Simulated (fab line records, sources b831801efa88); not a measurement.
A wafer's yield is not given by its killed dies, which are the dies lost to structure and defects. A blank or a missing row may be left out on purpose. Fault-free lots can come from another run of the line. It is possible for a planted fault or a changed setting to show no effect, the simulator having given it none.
Chamber matching    flow gf180mcu    GF_V2_CMP_04 on cmp-01: 4 sister chambers
The step polishes SiO2. 4 wafers are shown with their chamber, then 9 later ones without.

## WAFERS PAIRED WITH THEIR CHAMBERS
wafer   chamber  motor current A (A)
L779.4  1        11.4
L782.4  0        10.8
L783.5  3        10.2
L783.6  2        11.5

## WAFERS WHOSE CHAMBER IS MISSING
wafer   motor current A (A)
L784.1  11.0
L784.3  11.2
L784.4  11.7
L785.2  11.6
L785.3  9.8
L785.4  11.4
L789.2  11.4
L789.5  11.2
L789.6  10.6

## WHICH CHAMBER EACH WENT THROUGH
wafer   from the rows above           in truth
L784.1  can't be placed: 0 or 1 or 2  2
L784.3  can't be placed: 1 or 2 or 0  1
L784.4  can't be placed: 2 or 1       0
L785.2  can't be placed: 2 or 1       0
L785.3  3                             3
L785.4  can't be placed: 1 or 2       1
L789.2  can't be placed: 1 or 2       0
L789.5  can't be placed: 1 or 2 or 0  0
L789.6  can't be placed: 0 or 3       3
Correctly placed: 1 of 9. Can't be placed from these rows: 8 (the true chamber is among the candidates in 5). Number placed wrongly: 0.
How it was worked out, from the rows above alone: a wafer's distance from a chamber is the root of the sum, over the readings, of the square of ((its reading less the chamber's mean) divided by the reading's scatter). The wafer belongs to the nearest chamber; if the next one is less than 2 further off, it can't be placed. The mean given for a chamber averages the wafers shown for that chamber. The scatter: root of mean squared gap, hidden wafer to nearest shown wafer, with one shown wafer a chamber.
